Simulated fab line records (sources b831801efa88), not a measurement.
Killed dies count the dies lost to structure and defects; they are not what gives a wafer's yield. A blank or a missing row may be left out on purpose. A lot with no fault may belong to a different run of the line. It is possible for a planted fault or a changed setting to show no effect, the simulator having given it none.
fab line records / flow sfqLine / part 2 of 2: steps 29 to 40 of 40
[record] lots = 5 wafers = 15 lastDay = 82
route steps=325 shown I2@108 M3@118 I3@133 M4@148
lots with no fault: from the same line, run without faults
startH: hours from the record's first day to the start of the lot's first wafer shown / waitH: how many hours have passed since the lot's step before this one / " as in the row above / L1.1+2: a row that stands for several wafers / - either no value or no given start / * or withheld: withheld / < > ~ a bound
route shown NAME@n: names a module that has steps shown in the file, with the first one's number in the route / usual: the fault-free wafers' mean and standard deviation / same: alike in all rows / chamber/n: place in a boat / sites: the reading at each site / _std_site: the standard deviation of these / _edge_site: mean of outer sites minus mean of inner sites / radiusMm: for every site, how far away it sits from the centre of the wafer / mask NAME#n: copy n / behind: the most recent tool/chamber to have shaped the wafer / hold: the reason the lot was held/the length of the hold in hours/how it ended / device: transistor that didn't switch, given as n, p or np / end of line: the route-end tests of the same wafers / a step with no rows: only its recipe / killed: dies lost to structure and defects at the first sort, not the wafer's yield / map: per-die view of a wafer (x killed, . not killed, _ where there is no die)
set.NAME: the setting as run; set.NAME@STEP: as run at that earlier step / model.NAME: the simulator's own value behind a step, which no gauge read
a table for each step, a row for each wafer; lots at some steps of the route
services: when a tool's chamber went out of use (startH, in hours from the record's first day, below 0 if earlier), for how many hours, and the reason
[[steps]]
[step SFQ_TRILAYER_I3_VIA_LITHO_COAT_090]
[recipe] resist = BARC spinRpm = 3000 resistThkNm = 62
lot.wafer=L079.2+4+6 tool=lithoTrack-04 chamber=0 startH=726.47 waitH=0.8
lot.wafer=L086.2+4+5 tool=lithoTrack-03 chamber=0 startH=835.58 waitH=0.8
lot.wafer=L087.2+3+4 tool=lithoTrack-02 chamber=0 startH=844.48 waitH=0.8
lot.wafer=L088.4+5+6 tool=lithoTrack-03 chamber=0 startH=844.68 waitH=0.6
lot.wafer=L094.1+4+6 tool=lithoTrack-04 chamber=0 startH=898.53 waitH=1.0
[step SFQ_TRILAYER_I3_VIA_LITHO_COAT_085]
[recipe] resist = KrF spinRpm = 3000 resistThkNm = 650
lot.wafer=L079.2+4+6 tool=lithoTrack-04 chamber=0 startH=726.77 waitH=0.2
lot.wafer=L086.2+4+5 tool=lithoTrack-03 chamber=0 startH=835.88 waitH=0.2
lot.wafer=L087.2+3+4 tool=lithoTrack-02 chamber=0 startH=844.78 waitH=0.2
lot.wafer=L088.4+5+6 tool=lithoTrack-03 chamber=0 startH=844.98 waitH=0.2
lot.wafer=L094.1+4+6 tool=lithoTrack-04 chamber=0 startH=898.83 waitH=0.2
[step SFQ_TRILAYER_I3_VIA_LITHO_SOFTBAKE_089]
[recipe] tempC = withheld timeS = withheld resist = KrF
lot.wafer=L079.2+4+6 tool=lithoTrack-04 chamber=0 startH=727.04 waitH=0.2
lot.wafer=L086.2+4+5 tool=lithoTrack-03 chamber=0 startH=836.16 waitH=0.2
lot.wafer=L087.2+3+4 tool=lithoTrack-02 chamber=0 startH=845.06 waitH=0.2
lot.wafer=L088.4+5+6 tool=lithoTrack-03 chamber=0 startH=845.21 waitH=0.2
lot.wafer=L094.1+4+6 tool=lithoTrack-04 chamber=0 startH=899.13 waitH=0.2
[step SFQ_TRILAYER_I3_VIA_LITHO_EXPOSE_086]
[recipe] maskId = I3 na = 0.6 sourceShape = conventional sigmaOuter = 0.65 targetCdNm = 500 doseMj = 21.3
[usual] exposureDoseMJCm2 = 21.300/0.024 stageVelMmS = 499.96/0.25
[same] na = 0.6
lot.wafer=L079.2 tool=krfScanner-02 chamber=0 startH=872.92 waitH=- mask=I3#0 exposureDoseMJCm2=21.318 stageVelMmS=499.77
lot.wafer=L079.4 tool=krfScanner-02 chamber=0 startH=872.92 waitH=- mask=I3#0 exposureDoseMJCm2=21.303 stageVelMmS=499.51
lot.wafer=L079.6 tool=krfScanner-02 chamber=0 startH=872.92 waitH=- mask=I3#0 exposureDoseMJCm2=21.310 stageVelMmS=500.01
lot.wafer=L086.2 tool=krfScanner-02 chamber=0 startH=973.51 waitH=- mask=I3#0 exposureDoseMJCm2=21.334 stageVelMmS=500.52
lot.wafer=L086.4 tool=krfScanner-02 chamber=0 startH=973.51 waitH=- mask=I3#0 exposureDoseMJCm2=21.315 stageVelMmS=500.38
lot.wafer=L086.5 tool=krfScanner-02 chamber=0 startH=973.51 waitH=- mask=I3#0 exposureDoseMJCm2=21.291 stageVelMmS=500.09
lot.wafer=L087.2 tool=krfScanner-01 chamber=0 startH=980.21 waitH=- mask=I3#0 exposureDoseMJCm2=21.260 stageVelMmS=500.12
lot.wafer=L087.3 tool=krfScanner-01 chamber=0 startH=980.21 waitH=- mask=I3#0 exposureDoseMJCm2=21.286 stageVelMmS=500.10
lot.wafer=L087.4 tool=krfScanner-01 chamber=0 startH=980.21 waitH=- mask=I3#0 exposureDoseMJCm2=21.280 stageVelMmS=500.20
lot.wafer=L088.4 tool=krfScanner-01 chamber=0 startH=981.81 waitH=- mask=I3#0 exposureDoseMJCm2=21.294 stageVelMmS=500.41
lot.wafer=L088.5 tool=krfScanner-01 chamber=0 startH=981.81 waitH=- mask=I3#0 exposureDoseMJCm2=21.278 stageVelMmS=500.08
lot.wafer=L088.6 tool=krfScanner-01 chamber=0 startH=981.81 waitH=- mask=I3#0 exposureDoseMJCm2=21.258 stageVelMmS=499.95
lot.wafer=L094.1 tool=krfScanner-02 chamber=0 startH=1035.14 waitH=- mask=I3#0 exposureDoseMJCm2=21.315 stageVelMmS=500.18
lot.wafer=L094.4 tool=krfScanner-02 chamber=0 startH=1035.14 waitH=- mask=I3#0 exposureDoseMJCm2=21.315 stageVelMmS=500.22
lot.wafer=L094.6 tool=krfScanner-02 chamber=0 startH=1035.14 waitH=- mask=I3#0 exposureDoseMJCm2=21.269 stageVelMmS=500.26
[step SFQ_TRILAYER_I3_VIA_LITHO_PEB_088]
[recipe] pebTempC = 115 pebTimeS = 60 resist = KrF
lot.wafer=L079.2+4+6 tool=lithoTrack-03 chamber=0 startH=873.95 waitH=0.8
lot.wafer=L086.2+4+5 tool=lithoTrack-02 chamber=0 startH=974.54 waitH=0.8
lot.wafer=L087.2+3+4 tool=lithoTrack-04 chamber=0 startH=981.24 waitH=0.8
lot.wafer=L088.4+5+6 tool=lithoTrack-04 chamber=0 startH=982.49 waitH=0.5
lot.wafer=L094.1+4+6 tool=lithoTrack-04 chamber=0 startH=1036.34 waitH=1.0
[step SFQ_TRILAYER_I3_VIA_LITHO_DEVELOP_087]
[recipe] timeS = 60 resist = KrF
lot.wafer=L079.2+4+6 tool=lithoTrack-03 chamber=0 startH=874.10 waitH=0.1
lot.wafer=L086.2+4+5 tool=lithoTrack-02 chamber=0 startH=974.69 waitH=0.1
lot.wafer=L087.2+3+4 tool=lithoTrack-04 chamber=0 startH=981.39 waitH=0.1
lot.wafer=L088.4+5+6 tool=lithoTrack-04 chamber=0 startH=982.64 waitH=0.1
lot.wafer=L094.1+4+6 tool=lithoTrack-04 chamber=0 startH=1036.49 waitH=0.1
[step SFQ_I3_OVL_MEAS_923]
[usual] I3_OVL = 0/5.7
lot.wafer=L079.2 tool=overlay-01 chamber=- startH=874.23 waitH=0.1 I3_OVL[nm]=-2
lot.wafer=L079.4 tool=overlay-01 chamber=- startH=874.23 waitH=0.1 I3_OVL[nm]=-2
lot.wafer=L079.6 tool=overlay-01 chamber=- startH=874.23 waitH=0.1 I3_OVL[nm]=-1
lot.wafer=L086.2 tool=overlay-01 chamber=- startH=974.82 waitH=0.1 I3_OVL[nm]=7
lot.wafer=L086.4 tool=overlay-01 chamber=- startH=974.82 waitH=0.1 I3_OVL[nm]=2
lot.wafer=L086.5 tool=overlay-01 chamber=- startH=974.82 waitH=0.1 I3_OVL[nm]=2
lot.wafer=L087.2 tool=overlay-02 chamber=- startH=981.52 waitH=0.1 I3_OVL[nm]=4
lot.wafer=L087.3 tool=overlay-02 chamber=- startH=981.52 waitH=0.1 I3_OVL[nm]=-9
lot.wafer=L087.4 tool=overlay-02 chamber=- startH=981.52 waitH=0.1 I3_OVL[nm]=-3
lot.wafer=L088.4 tool=overlay-02 chamber=- startH=982.73 waitH=0.1 I3_OVL[nm]=6
lot.wafer=L088.5 tool=overlay-02 chamber=- startH=982.73 waitH=0.1 I3_OVL[nm]=4
lot.wafer=L088.6 tool=overlay-02 chamber=- startH=982.73 waitH=0.1 I3_OVL[nm]=12
lot.wafer=L094.1 tool=overlay-01 chamber=- startH=1036.64 waitH=0.1 I3_OVL[nm]=10
lot.wafer=L094.4 tool=overlay-01 chamber=- startH=1036.64 waitH=0.1 I3_OVL[nm]=2
lot.wafer=L094.6 tool=overlay-01 chamber=- startH=1036.64 waitH=0.1 I3_OVL[nm]=-4
[step SFQ_TRILAYER_I3_VIA_BARC_OPEN_VIA_ETCH_121]
[recipe] maskMaterial = PR chemistry = O2 targetDepthNm = 125 target = BARC sourceW = 500 biasW = 80 pressureMtorr = 30 timeS = 41.7
[usual] drypumpMotorCurrentA = 5.6/0.43 oesProductAu = 0.685/0.0048
lot.wafer=L079.2 tool=rieDiel-04 chamber=3 startH=874.26 waitH=0.0 drypumpMotorCurrentA=5.6 oesProductAu=0.693 rfHoursCounterH=14
lot.wafer=L079.4 tool=rieDiel-04 chamber=0 startH=874.26 waitH=0.0 drypumpMotorCurrentA=6.1 oesProductAu=0.682 rfHoursCounterH=23
lot.wafer=L079.6 tool=rieDiel-04 chamber=2 startH=874.26 waitH=0.0 drypumpMotorCurrentA=5.5 oesProductAu=0.687 rfHoursCounterH=-
lot.wafer=L086.2 tool=rieDiel-02 chamber=3 startH=974.85 waitH=0.0 drypumpMotorCurrentA=5.3 oesProductAu=0.687 rfHoursCounterH=19
lot.wafer=L086.4 tool=rieDiel-02 chamber=0 startH=974.85 waitH=0.0 drypumpMotorCurrentA=6.4 oesProductAu=0.690 rfHoursCounterH=0
lot.wafer=L086.5 tool=rieDiel-02 chamber=0 startH=974.85 waitH=0.0 drypumpMotorCurrentA=6.4 oesProductAu=0.685 rfHoursCounterH=-
lot.wafer=L087.2 tool=rieDiel-02 chamber=2 startH=981.55 waitH=0.0 drypumpMotorCurrentA=5.6 oesProductAu=0.687 rfHoursCounterH=15
lot.wafer=L087.3 tool=rieDiel-02 chamber=1 startH=981.55 waitH=0.0 drypumpMotorCurrentA=5.1 oesProductAu=0.677 rfHoursCounterH=8
lot.wafer=L087.4 tool=rieDiel-02 chamber=2 startH=981.55 waitH=0.0 drypumpMotorCurrentA=5.6 oesProductAu=0.690 rfHoursCounterH=-
lot.wafer=L088.4 tool=rieDiel-04 chamber=1 startH=982.75 waitH=0.0 drypumpMotorCurrentA=4.8 oesProductAu=0.689 rfHoursCounterH=14
lot.wafer=L088.5 tool=rieDiel-04 chamber=0 startH=982.75 waitH=0.0 drypumpMotorCurrentA=6.1 oesProductAu=0.683 rfHoursCounterH=-
lot.wafer=L088.6 tool=rieDiel-04 chamber=3 startH=982.75 waitH=0.0 drypumpMotorCurrentA=5.6 oesProductAu=0.691 rfHoursCounterH=-
lot.wafer=L094.1 tool=rieDiel-01 chamber=0 startH=1036.67 waitH=0.0 drypumpMotorCurrentA=5.9 oesProductAu=0.687 rfHoursCounterH=19
lot.wafer=L094.4 tool=rieDiel-01 chamber=1 startH=1036.67 waitH=0.0 drypumpMotorCurrentA=5.8 oesProductAu=0.685 rfHoursCounterH=16
lot.wafer=L094.6 tool=rieDiel-01 chamber=2 startH=1036.67 waitH=0.0 drypumpMotorCurrentA=5.7 oesProductAu=0.682 rfHoursCounterH=-
[step SFQ_TRILAYER_I3_VIA_ETCH_VIA_ETCH_088]
[recipe] target = SiO2 stopOn = Nb maskMaterial = PR taperDeg = 20 chemistry = CHF3 targetDepthNm = 260 sourceW = 500 biasW = 80 pressureMtorr = 30 timeS = withheld
[usual] drypumpMotorCurrentA = 5.6/0.43 oesProductAu = 0.855/0.0054
lot.wafer=L079.2 tool=rieDiel-04 chamber=3 startH=874.30 waitH=0.0 drypumpMotorCurrentA=5.5 oesProductAu=0.850
lot.wafer=L079.4 tool=rieDiel-04 chamber=0 startH=874.30 waitH=0.0 drypumpMotorCurrentA=6.1 oesProductAu=0.857
lot.wafer=L079.6 tool=rieDiel-04 chamber=2 startH=874.30 waitH=0.0 drypumpMotorCurrentA=5.5 oesProductAu=0.857
lot.wafer=L086.2 tool=rieDiel-02 chamber=3 startH=974.89 waitH=0.0 drypumpMotorCurrentA=5.3 oesProductAu=0.852
lot.wafer=L086.4 tool=rieDiel-02 chamber=0 startH=974.89 waitH=0.0 drypumpMotorCurrentA=6.4 oesProductAu=0.857
lot.wafer=L086.5 tool=rieDiel-02 chamber=0 startH=974.89 waitH=0.0 drypumpMotorCurrentA=6.4 oesProductAu=0.859
lot.wafer=L087.2 tool=rieDiel-02 chamber=2 startH=981.59 waitH=0.0 drypumpMotorCurrentA=5.6 oesProductAu=0.865
lot.wafer=L087.3 tool=rieDiel-02 chamber=1 startH=981.59 waitH=0.0 drypumpMotorCurrentA=5.1 oesProductAu=0.853
lot.wafer=L087.4 tool=rieDiel-02 chamber=2 startH=981.59 waitH=0.0 drypumpMotorCurrentA=5.6 oesProductAu=0.860
lot.wafer=L088.4 tool=rieDiel-04 chamber=1 startH=982.79 waitH=0.0 drypumpMotorCurrentA=4.8 oesProductAu=0.856
lot.wafer=L088.5 tool=rieDiel-04 chamber=0 startH=982.79 waitH=0.0 drypumpMotorCurrentA=6.1 oesProductAu=0.847
lot.wafer=L088.6 tool=rieDiel-04 chamber=3 startH=982.79 waitH=0.0 drypumpMotorCurrentA=5.6 oesProductAu=0.850
lot.wafer=L094.1 tool=rieDiel-01 chamber=0 startH=1036.71 waitH=0.0 drypumpMotorCurrentA=5.9 oesProductAu=0.854
lot.wafer=L094.4 tool=rieDiel-01 chamber=1 startH=1036.71 waitH=0.0 drypumpMotorCurrentA=5.8 oesProductAu=0.854
lot.wafer=L094.6 tool=rieDiel-01 chamber=2 startH=1036.71 waitH=0.0 drypumpMotorCurrentA=5.7 oesProductAu=0.859
[step SFQ_TRILAYER_I3_VIA_STRIP_STRIP_089]
[recipe] gas = O2 powerW = 200 platenTempC = 40 overashFraction = 0.65 chemistry = O2 pressureMtorr = 50
[usual] drypumpMotorCurrentA = 5.8/0.47 oesProductAu = 0.998/0.0086
lot.wafer=L079.2 tool=rieMetal-02 chamber=0 startH=874.41 waitH=- drypumpMotorCurrentA=6.6 oesProductAu=0.974 rfHoursCounterH=39
lot.wafer=L079.4 tool=rieMetal-02 chamber=1 startH=874.41 waitH=- drypumpMotorCurrentA=5.9 oesProductAu=1.000 rfHoursCounterH=-
lot.wafer=L079.6 tool=rieMetal-02 chamber=1 startH=874.41 waitH=- drypumpMotorCurrentA=5.9 oesProductAu=0.989 rfHoursCounterH=-
lot.wafer=L086.2 tool=rieMetal-04 chamber=0 startH=975.00 waitH=- drypumpMotorCurrentA=6.2 oesProductAu=0.981 rfHoursCounterH=94
lot.wafer=L086.4 tool=rieMetal-04 chamber=1 startH=975.00 waitH=- drypumpMotorCurrentA=5.3 oesProductAu=1.011 rfHoursCounterH=-
lot.wafer=L086.5 tool=rieMetal-04 chamber=0 startH=975.00 waitH=- drypumpMotorCurrentA=6.2 oesProductAu=0.992 rfHoursCounterH=-
lot.wafer=L087.2 tool=rieMetal-04 chamber=0 startH=981.70 waitH=- drypumpMotorCurrentA=6.2 oesProductAu=0.991 rfHoursCounterH=95
lot.wafer=L087.3 tool=rieMetal-04 chamber=1 startH=981.70 waitH=- drypumpMotorCurrentA=5.3 oesProductAu=1.005 rfHoursCounterH=-
lot.wafer=L087.4 tool=rieMetal-04 chamber=0 startH=981.70 waitH=- drypumpMotorCurrentA=6.2 oesProductAu=0.997 rfHoursCounterH=-
lot.wafer=L088.4 tool=rieMetal-04 chamber=1 startH=983.10 waitH=- drypumpMotorCurrentA=5.3 oesProductAu=1.002 rfHoursCounterH=-
lot.wafer=L088.5 tool=rieMetal-04 chamber=0 startH=983.10 waitH=- drypumpMotorCurrentA=6.2 oesProductAu=1.002 rfHoursCounterH=-
lot.wafer=L088.6 tool=rieMetal-04 chamber=1 startH=983.10 waitH=- drypumpMotorCurrentA=5.3 oesProductAu=1.009 rfHoursCounterH=-
lot.wafer=L094.1 tool=rieMetal-01 chamber=0 startH=1036.83 waitH=- drypumpMotorCurrentA=5.3 oesProductAu=1.006 rfHoursCounterH=16
lot.wafer=L094.4 tool=rieMetal-01 chamber=0 startH=1036.83 waitH=- drypumpMotorCurrentA=5.3 oesProductAu=1.001 rfHoursCounterH=-
lot.wafer=L094.6 tool=rieMetal-01 chamber=0 startH=1036.83 waitH=- drypumpMotorCurrentA=5.3 oesProductAu=0.997 rfHoursCounterH=-
[step SFQ_TRILAYER_I3_VIA_STRIP_SOLV_CLEAN_090]
[recipe] chemistry = NMP tempC = 70 timeS = 600
lot.wafer=L079.2+4+6 tool=wetBench-03 chamber=0,1,2 startH=875.01 waitH=0.4
lot.wafer=L086.2+4+5 tool=wetBench-04 chamber=2,0,4 startH=975.60 waitH=0.4
lot.wafer=L087.2+3+4 tool=wetBench-03 chamber=7,2,5 startH=982.30 waitH=0.4
lot.wafer=L088.4+5+6 tool=wetBench-04 chamber=1,4,2 startH=983.50 waitH=0.2
lot.wafer=L094.1+4+6 tool=wetBench-03 chamber=3,0,6 startH=1038.03 waitH=1.0
[step SFQ_TRILAYER_M4_DEP_PRE_CLEAN_092]
[recipe] gas = Ar timeS = 22.5 biasV = 250
lot.wafer=L079.2+4+6 tool=pvdSputter-05 chamber=- startH=875.22 waitH=0.0
lot.wafer=L086.2+4+5 tool=pvdSputter-05 chamber=- startH=975.78 waitH=0.0
lot.wafer=L087.2+3+4 tool=pvdSputter-05 chamber=- startH=982.48 waitH=0.0
lot.wafer=L088.4+5+6 tool=pvdSputter-03 chamber=- startH=983.68 waitH=0.0
lot.wafer=L094.1+4+6 tool=pvdSputter-03 chamber=- startH=1038.20 waitH=0.0
[[services]]
tool=krfScanner-02 chamber=- startH=551.60 hours=1.3 kind=pm
tool=krfScanner-02 chamber=- startH=612.22 hours=0.8 kind=pm
tool=rieMetal-03 chamber=0 startH=616.56 hours=1.3 kind=repair
tool=rieDiel-04 chamber=- startH=635.44 hours=1.0 kind=repair
tool=krfScanner-02 chamber=- startH=670.19 hours=1.0 kind=pm
tool=krfScanner-02 chamber=- startH=720.05 hours=11.6 kind=pm
tool=rieDiel-04 chamber=2 startH=730.58 hours=3.6 kind=repair
tool=krfScanner-02 chamber=- startH=731.60 hours=0.8 kind=pm
tool=krfScanner-02 chamber=- startH=732.35 hours=1.3 kind=pm
tool=krfScanner-02 chamber=- startH=766.05 hours=3.6 kind=pm
tool=krfScanner-02 chamber=- startH=780.41 hours=0.8 kind=pm
tool=rieMetal-03 chamber=- startH=783.73 hours=0.8 kind=repair
tool=krfScanner-02 chamber=- startH=803.62 hours=0.3 kind=repair
tool=krfScanner-02 chamber=- startH=810.53 hours=0.1 kind=repair
tool=rieDiel-04 chamber=- startH=818.96 hours=0.2 kind=repair
tool=rieDiel-04 chamber=0 startH=837.82 hours=5.7 kind=repair
tool=krfScanner-02 chamber=- startH=838.87 hours=1.0 kind=pm
tool=krfScanner-02 chamber=- startH=902.72 hours=1.3 kind=pm
tool=krfScanner-02 chamber=- startH=938.05 hours=2.1 kind=repair
tool=krfScanner-02 chamber=- startH=949.71 hours=0.8 kind=pm
tool=rieMetal-03 chamber=- startH=953.10 hours=2.8 kind=pm
tool=krfScanner-02 chamber=- startH=974.51 hours=4.4 kind=pm
tool=krfScanner-02 chamber=- startH=1004.58 hours=0.7 kind=repair
tool=krfScanner-02 chamber=- startH=1007.41 hours=1.0 kind=pm
